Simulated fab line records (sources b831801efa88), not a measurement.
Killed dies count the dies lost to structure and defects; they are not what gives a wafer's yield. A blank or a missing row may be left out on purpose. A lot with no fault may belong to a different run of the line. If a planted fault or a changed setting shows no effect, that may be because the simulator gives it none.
Matching of chambers :: flow sky130 :: wet bench-01 running SKY_METAL3_CLEAN_21: 4 sister chambers
The step cleans in IPA, time 180 s. 16 wafers are shown with their chamber, then 8 later ones without.

WAFERS PAIRED WITH THEIR CHAMBERS
wafer: L534.1
chamber: 1
temp c (C): 24.96

wafer: L534.2
chamber: 1
temp c (C): 25.01

wafer: L534.5
chamber: 1
temp c (C): 24.96

wafer: L536.1
chamber: 2
temp c (C): 25.03

wafer: L536.3
chamber: 2
temp c (C): 25.03

wafer: L536.4
chamber: 2
temp c (C): 25.03

wafer: L537.2
chamber: 3
temp c (C): 25.14

wafer: L537.4
chamber: 3
temp c (C): 25.08

wafer: L537.6
chamber: 3
temp c (C): 25.09

wafer: L538.2
chamber: 0
temp c (C): 25.02

wafer: L538.3
chamber: 0
temp c (C): 24.89

wafer: L538.4
chamber: 0
temp c (C): 25.05

wafer: L541.2
chamber: 0
temp c (C): 25.00

wafer: L541.3
chamber: 0
temp c (C): 25.20

wafer: L541.5
chamber: 0
temp c (C): 24.92

wafer: L545.3
chamber: 3
temp c (C): 24.93

SIGNATURES, as means of the wafers listed above
reading: temp c
chamber 0: 25.0133
chamber 1: 24.9767
chamber 2: 25.0300
chamber 3: 25.0600
scatter within a chamber: 0.085
Rule: a wafer lies at a distance from a chamber equal to the root of the sum of squares, over the readings, of (its reading less the chamber's mean, divided by the reading's scatter). If the next closest chamber is less than 2 further off than the closest, the wafer can't be placed; otherwise it belongs to the closest. How the scatter is found: for the shown wafers, subtract from each reading the mean of its chamber, square and add these, divide the total by (wafers less chambers), then take the root.

WAFERS MISSING THEIR CHAMBER
wafer: L545.4
temp c (C): 24.89

wafer: L545.6
temp c (C): 24.84

wafer: L550.1
temp c (C): 24.85

wafer: L550.4
temp c (C): 24.82

wafer: L550.6
temp c (C): 24.85

wafer: L551.4
temp c (C): 24.99

wafer: L551.5
temp c (C): 25.18

wafer: L551.6
temp c (C): 25.00

WHICH CHAMBER EACH ONE RAN IN
wafer: L545.4
from the rows above: can't be placed: 1 or 0 or 2 or 3
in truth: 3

wafer: L545.6
from the rows above: can't be placed: 1 or 0 or 2 or 3
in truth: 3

wafer: L550.1
from the rows above: can't be placed: 1 or 0 or 2 or 3
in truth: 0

wafer: L550.4
from the rows above: can't be placed: 1 or 0 or 2 or 3
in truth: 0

wafer: L550.6
from the rows above: can't be placed: 1 or 0 or 2 or 3
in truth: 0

wafer: L551.4
from the rows above: can't be placed: 1 or 0 or 2 or 3
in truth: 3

wafer: L551.5
from the rows above: can't be placed: 3 or 2 or 0 or 1
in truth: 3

wafer: L551.6
from the rows above: can't be placed: 0 or 1 or 2 or 3
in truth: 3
0 of 8 placed correctly. Not placeable from these rows: 8 (in 8, the candidates include the true chamber). 0 placed wrongly.
